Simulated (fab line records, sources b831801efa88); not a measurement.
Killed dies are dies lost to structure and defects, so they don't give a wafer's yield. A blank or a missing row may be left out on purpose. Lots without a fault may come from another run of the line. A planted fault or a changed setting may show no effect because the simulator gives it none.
fab line records | flow sky130
record lots=10 wafers=30 last_day=50
route steps=708 shown LOCAL_INTERCONNECT@400 CONTACT@406 METAL1@454
lots that met no fault: from a run of the same line without faults
start_h: hours from the record's first day to the start of the lot's first wafer shown | wait_h: hours since the lot's step before | " the same as in the row above | L1.1+2: a row that stands for several wafers | - no value, or no start given | * or withheld: withheld | < > ~ a bound
route shown NAME@n: a module of which the file shows steps, and the number in the route of the first | usual: mean/standard deviation of fault-free wafers | same: alike in all rows | chamber/n: place in a boat | sites: the reading at each site | _std_site: their standard deviation | _edge_site: outer sites' mean less inner sites' | radius_mm: how far each site lies from the wafer's centre | mask NAME#n: copy n | behind: the tool/chamber that last shaped the wafer | hold: why the lot was held/for how many hours/how that ended | device: the transistor (n, p or np) that didn't switch | end of line: the same wafers' tests at the end of the route | a step without rows: its recipe alone | killed: dies lost to structure and defects at the first sort, not the wafer's yield | map: a wafer's dies, x killed, . not, _ none there
set.NAME: the setting as run; set.NAME@STEP: as run at that earlier step | model.NAME: the simulator's own value behind a step, which no gauge read
steps of the route over a sample of lots; a table a step, a row a wafer
services: from which hour (start_h, from the record's first day; less than 0 if before it) a tool's chamber was out of use, for how many hours, and why
## steps
# step SKY_LOCAL_INTERCONNECT_ETCH_13
# recipe chemistry=N2/H2 target=BARC ion_energy_ev=200 bias_w=100 pressure_mtorr=30 n2_flow_sccm=100 h2_flow_sccm=200 icp_w=500 stop_on=SiO2 time_s=45.9 target_depth_a=600
# usual bias_w=100.01/0.29 drypump_motor_current_A=5.5/0.35 h2_flow_sccm=200.0/0.65 oes_product_au=0.855/0.0043 throttle_valve_pct=13.225/0.0087
# columns lot.wafer tool chamber start_h wait_h bias_w drypump_motor_current_A h2_flow_sccm oes_product_au rf_hours_counter_h throttle_valve_pct
L162.1 rie_metal-01 1 700.98 0.0 100.17 5.0 200.3 0.857 6 13.218
L162.4 " 0 " " 99.79 6.0 201.4 0.848 - 13.228
L162.5 " 0 " " 99.85 6.0 200.3 0.855 - 13.229
L163.1 rie_metal-03 1 718.06 0.0 99.79 5.7 200.3 0.853 10 13.223
L163.3 " 1 " " 99.33 5.7 200.3 0.849 - 13.229
L163.4 " 1 " " 99.37 5.7 200.7 0.849 - 13.222
L167.1 rie_metal-02 0 748.11 0.0 100.06 5.3 199.7 0.863 12 13.229
L167.2 " 1 " " 99.98 5.9 200.8 0.846 14 13.236
L167.4 " 0 " " 100.47 5.3 199.5 0.855 - 13.229
L169.1 rie_metal-01 1 765.76 0.0 99.91 5.0 200.7 0.856 8 13.236
L169.4 " 0 " " 99.75 6.0 200.1 0.854 - 13.229
L169.6 " 0 " " 99.53 6.0 201.2 0.865 - 13.237
L172.1 rie_metal-03 0 786.76 0.0 100.34 5.4 200.3 0.858 2 13.210
L172.2 " 1 " " 99.92 5.8 200.4 0.854 12 13.231
L172.6 " 1 " " 99.62 5.8 200.0 0.858 - 13.230
L173.3 rie_metal-02 1 797.63 0.0 100.44 5.9 199.1 0.855 - 13.221
L173.4 " 0 " " 99.19 5.3 200.4 0.854 - 13.230
L173.5 " 1 " " 100.67 5.9 199.7 0.849 - 13.231
L178.1 rie_metal-03 0 832.16 0.0 100.24 5.4 200.4 0.858 3 13.223
L178.2 " 1 " " 100.00 5.7 199.7 0.852 14 13.216
L178.5 " 1 " " 100.33 5.7 198.9 0.849 - 13.240
L180.1 rie_metal-03 0 841.21 0.0 99.95 5.4 201.3 0.858 4 13.219
L180.2 " 0 " " 99.73 5.4 200.6 0.857 - 13.210
L180.5 " 0 " " 99.65 5.4 199.8 0.860 - 13.234
L184.1 rie_metal-03 0 878.71 0.0 100.46 5.4 199.7 0.862 6 13.229
L184.3 " 1 " " 99.49 5.7 200.1 0.857 - 13.220
L184.6 " 1 " " 100.30 5.7 199.2 0.846 - 13.210
L185.2 rie_metal-01 1 889.28 0.0 99.92 5.0 199.9 0.851 11 13.218
L185.3 " 1 " " 99.71 5.0 199.3 0.853 - 13.234
L185.4 " 0 " " 100.04 6.0 200.7 0.853 - 13.234
# step SKY_CONTACT_CVD_00
# recipe material=Si3N4 target_thk_nm=75 temp_c=400 time_s=withheld rf_w=450
# usual heater_power_w=719/94
# columns lot.wafer tool chamber start_h wait_h heater_power_w
L162.1 pecvd-01 2 701.68 0.0 869
L162.4 " 0 " " 851
L162.5 " 2 " " 816
L163.1 pecvd-02 1 718.90 0.0 733
L163.3 " 0 " " 693
L163.4 " 0 " " 693
L167.1 pecvd-02 1 748.82 0.0 795
L167.2 " 2 " " 701
L167.4 " 1 " " 801
L169.1 pecvd-02 1 766.51 0.0 833
L169.4 " 1 " " 833
L169.6 " 0 " " 698
L172.1 pecvd-04 0 787.50 0.0 715
L172.2 " 1 " " 553
L172.6 " 1 " " 550
L173.3 pecvd-02 0 798.33 0.0 643
L173.4 " 0 " " 663
L173.5 " 1 " " 855
L178.1 pecvd-04 2 832.88 0.0 697
L178.2 " 0 " " 725
L178.5 " 0 " " 714
L180.1 pecvd-04 0 842.08 0.0 759
L180.2 " 0 " " 755
L180.5 " 0 " " 729
L184.1 pecvd-02 2 879.49 0.0 580
L184.3 " 0 " " 683
L184.6 " 1 " " 860
L185.2 pecvd-04 1 890.08 0.0 550
L185.3 " 0 " " 731
L185.4 " 1 " " 549
# step SKY_CONTACT_THK_MEAS_01
# recipe reads=Si3N4_of_CONTACT_CVD_00
# usual CONTACT_CVD_00_THK=74.9/0.9
# columns lot.wafer tool chamber start_h wait_h CONTACT_CVD_00_THK[nm]
L162.1 film_metro-03 - 701.72 - 74.1
L162.4 " - " " 75.0
L162.5 " - " " 75.1
L163.1 film_metro-03 - 718.94 - 74.4
L163.3 " - " " 74.1
L163.4 " - " " 75.9
L167.1 film_metro-02 - 748.85 - 73.4
L167.2 " - " " 73.9
L167.4 " - " " 75.2
L169.1 film_metro-03 - 766.55 - 61.8
L169.4 " - " " 63.1
L169.6 " - " " 75.4
L172.1 film_metro-02 - 787.53 - 73.6
L172.2 " - " " 73.5
L172.6 " - " " 75.0
L173.3 film_metro-01 - 798.38 - 74.7
L173.4 " - " " 75.3
L173.5 " - " " 63.2
L178.1 film_metro-01 - 832.93 - 74.9
L178.2 " - " " 74.3
L178.5 " - " " 74.9
L180.1 film_metro-03 - 842.18 - 73.8
L180.2 " - " " 74.7
L180.5 " - " " 74.9
L184.1 film_metro-03 - 879.53 - 74.3
L184.3 " - " " 73.8
L184.6 " - " " 75.1
L185.2 film_metro-02 - 890.12 - 75.3
L185.3 " - " " 73.4
L185.4 " - " " 76.6
# step SKY_CONTACT_ETCH_17
# recipe target=SiO2 chemistry=C4F8/O2/Ar stop_on=Si3N4 mask_material=KrF-thick source_w=1500 bias_w=1200 pressure_mtorr=40 c4f8_flow_sccm=withheld O2_flow_sccm=6 Ar_flow_sccm=300 time_s=withheld target_depth_a=3400
# usual bias_w=1200/3.5 oes_product_au=0.894/0.0055
# columns lot.wafer tool chamber start_h wait_h bias_w oes_product_au
L162.1 rie_diel-03 0 730.48 0.0 1201 0.895
L162.4 " 1 " " 1201 0.894
L162.5 " 3 " " 1196 0.900
L163.1 rie_diel-02 1 747.07 0.0 1199 0.887
L163.3 " 2 " " 1202 0.895
L163.4 " 0 " " 1202 0.900
L167.1 rie_diel-03 0 776.68 0.0 1206 0.895
L167.2 " 3 " " 1199 0.894
L167.4 " 2 " " 1204 0.895
L169.1 rie_diel-04 2 794.28 0.0 1197 0.883
L169.4 " 3 " " 1196 0.890
L169.6 " 2 " " 1197 0.896
L172.1 rie_diel-04 1 815.17 0.0 1201 0.893
L172.2 " 3 " " 1199 0.894
L172.6 " 0 " " 1201 0.900
L173.3 rie_diel-02 2 825.42 0.0 1195 0.887
L173.4 " 1 " " 1201 0.883
L173.5 " 2 " " 1198 0.891
L178.1 rie_diel-03 0 860.62 0.0 1196 0.897
L178.2 " 1 " " 1202 0.893
L178.5 " 1 " " 1199 0.898
L180.1 rie_diel-04 0 868.62 0.0 1207 0.884
L180.2 " 1 " " 1198 0.893
L180.5 " 0 " " 1198 0.893
L184.1 rie_diel-04 0 906.73 0.0 1194 0.891
L184.3 " 3 " " 1203 0.891
L184.6 " 2 " " 1205 0.893
L185.2 rie_diel-03 0 916.37 0.0 1202 0.896
L185.3 " 2 " " 1199 0.891
L185.4 " 1 " " 1193 0.896
# step SKY_CONTACT_ETCH_18
# recipe target=Si3N4 chemistry=CHF3/O2 stop_on=TiN source_w=600 bias_w=200 pressure_mtorr=40 chf3_flow_sccm=50 O2_flow_sccm=5 time_s=39 target_depth_a=750
# usual bias_w=200.1/0.55 drypump_motor_current_A=5.6/0.44 oes_product_au=0.854/0.0073 throttle_valve_pct=8.793/0.0094
# columns lot.wafer tool chamber start_h wait_h bias_w drypump_motor_current_A oes_product_au rf_hours_counter_h throttle_valve_pct
L162.1 rie_diel-03 0 - - 200.9 6.2 0.855 33 8.803
L162.4 " 1 " " 199.8 4.9 0.849 4 8.808
L162.5 " 3 " " 200.8 5.6 0.857 - 8.815
L163.1 rie_diel-02 1 - - 199.9 5.5 0.851 8 8.784
L163.3 " 2 " " 199.8 5.4 0.851 17 8.795
L163.4 " 0 " " 199.8 5.1 0.855 6 8.798
L167.1 rie_diel-03 0 - - 199.1 6.3 0.847 34 8.799
L167.2 " 3 " " 200.8 5.6 0.845 7 8.785
L167.4 " 2 " " 200.2 6.2 0.852 11 8.793
L169.1 rie_diel-04 2 - - 200.1 5.8 0.773 15 8.780
L169.4 " 3 " " 200.1 6.3 0.779 3 8.783
L169.6 " 2 " " 200.2 5.8 0.852 - 8.786
L172.1 rie_diel-04 1 - - 200.8 5.4 0.843 12 8.796
L172.2 " 3 " " 200.0 6.3 0.847 4 8.786
L172.6 " 0 " " 200.7 5.1 0.853 - 8.792
L173.3 rie_diel-02 2 - - 200.2 5.3 0.848 19 8.788
L173.4 " 1 " " 199.9 5.5 0.855 - 8.806
L173.5 " 2 " " 199.9 5.3 0.782 - 8.765
L178.1 rie_diel-03 0 - - 199.8 6.2 0.858 0 8.792
L178.2 " 1 " " 199.9 4.9 0.851 8 8.801
L178.5 " 1 " " 200.7 4.9 0.855 - 8.779
L180.1 rie_diel-04 0 - - 199.9 5.1 0.853 8 8.782
L180.2 " 1 " " 200.3 5.4 0.858 14 8.801
L180.5 " 0 " " 199.6 5.1 0.857 - 8.789
L184.1 rie_diel-04 0 - - 200.5 5.1 0.853 9 8.803
L184.3 " 3 " " 200.2 6.3 0.842 7 8.785
L184.6 " 2 " " 199.9 5.8 0.858 - 8.808
L185.2 rie_diel-03 0 - - 200.3 6.2 0.855 3 8.809
L185.3 " 2 " " 200.5 6.2 0.844 16 8.780
L185.4 " 1 " " 200.2 4.9 0.868 10 8.797
# step SKY_METAL1_STRIP_20
# recipe chemistry=O2/N2 power_w=1400 pressure_mtorr=1500 platen_temp_c=withheld o2_flow_sccm=3000 n2_flow_sccm=300 overash_fraction=0.5
# usual drypump_motor_current_A=5.3/0.42 oes_product_au=0.342/0.0045 strip_time_to_endpoint_s=2.690/0.029
# columns lot.wafer tool chamber start_h wait_h drypump_motor_current_A oes_product_au rf_hours_counter_h strip_time_to_endpoint_s
L162.1 plasma_asher-03 0 759.83 0.1 5.5 0.343 90 2.700
L162.4 " 0 " " 5.5 0.348 - 2.718
L162.5 " 1 " " 5.3 0.343 - 2.715
L163.1 plasma_asher-03 1 775.91 0.1 5.4 0.341 92 2.632
L163.3 " 1 " " 5.4 0.342 - 2.658
L163.4 " 0 " " 5.5 0.329 - 2.626
L167.1 plasma_asher-04 1 805.80 0.1 4.7 0.344 68 2.713
L167.2 " 0 " " 5.9 0.343 68 2.688
L167.4 " 0 " " 5.9 0.336 - 2.681
L169.1 plasma_asher-04 1 823.30 0.1 4.8 0.344 70 2.728
L169.4 " 0 " " 5.9 0.337 - 2.735
L169.6 " 1 " " 4.7 0.341 - 2.717
L172.1 plasma_asher-03 0 843.50 0.1 5.5 0.345 98 2.714
L172.2 " 1 " " 5.3 0.343 98 2.671
L172.6 " 0 " " 5.5 0.340 - 2.656
L173.3 plasma_asher-04 0 853.51 0.1 5.9 0.340 - 2.661
L173.4 " 1 " " 4.7 0.353 - 2.711
L173.5 " 1 " " 4.7 0.347 - 2.707
L178.1 plasma_asher-03 0 888.15 0.1 5.5 0.341 103 2.659
L178.2 " 1 " " 5.3 0.356 103 2.710
L178.5 " 0 " " 5.5 0.344 - 2.721
L180.1 plasma_asher-04 1 896.66 0.1 4.7 0.342 77 2.672
L180.2 " 0 " " 5.9 0.338 77 2.655
L180.5 " 0 " " 5.9 0.345 - 2.716
L184.1 plasma_asher-03 1 933.01 0.1 5.4 0.347 107 2.714
L184.3 " 0 " " 5.5 0.342 - 2.680
L184.6 " 0 " " 5.5 0.340 - 2.735
L185.2 plasma_asher-01 1 942.74 0.1 5.1 0.339 20 2.729
L185.3 " 1 " " 5.1 0.344 - 2.715
L185.4 " 0 " " 4.9 0.336 - 2.724
## services
# columns tool chamber start_h hours kind
rie_metal-03 - 690.21 2.8 pm
rie_diel-03 2 693.62 4.0 repair
pecvd-04 - 694.34 2.0 repair
plasma_asher-04 - 695.32 8.7 pm
plasma_asher-03 - 702.76 7.7 repair
rie_metal-03 - 703.11 14.6 pm
rie_diel-03 2 708.98 8.7 repair
pecvd-02 0 719.21 6.3 repair
rie_metal-03 - 728.13 1.4 pm
plasma_asher-03 - 757.62 2.1 repair
plasma_asher-03 - 768.43 0.8 repair
pecvd-02 1 768.85 3.4 repair
rie_metal-03 - 777.08 0.6 repair
rie_diel-03 1 804.36 6.8 repair
rie_diel-04 - 830.94 2.5 repair
rie_diel-03 2 865.36 5.0 repair
rie_diel-04 2 887.62 5.8 repair
rie_diel-03 2 894.12 13.6 repair
rie_diel-03 1 904.94 7.0 repair
rie_diel-04 1 907.41 7.2 repair
pecvd-02 - 915.84 2.6 repair
pecvd-02 - 921.63 14.6 pm
rie_diel-03 0 934.01 10.5 repair
rie_diel-04 1 934.40 10.5 repair
## key
first_sign step=SKY_CONTACT_THK_MEAS_01 reading=CONTACT_CVD_00_THK direction=down sigmas=14 usual=74.9 struck=62.7
effect step=SKY_CONTACT_ETCH_18 reading=oes_product_au direction=down sigmas=10 usual=0.854 struck=0.778
met_at SKY_CONTACT_CVD_00
struck_lots L169,L173
struck_wafers L169.1,L169.4,L173.5
tester_left_out L169,L173
not_acting_at SKY_LOCAL_INTERCONNECT_ETCH_13,SKY_CONTACT_ETCH_17,SKY_METAL1_STRIP_20
onset_between 748.82 766.51
fault kind=process_parameter_drift tool=pecvd-02 chamber=1 onset_h=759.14 steps=SKY_CONTACT_CVD_00 channel=time_s offset=withheld shape=step end_h=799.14 acts_in=*
# tester_left_out: of these lots the tester's yield and bins aren't shown, on N5 and GAA mostly nor the transistor test; their killed dies are dies lost to structure and defects alone, not to doping, threshold or leakage, so they don't give the yield
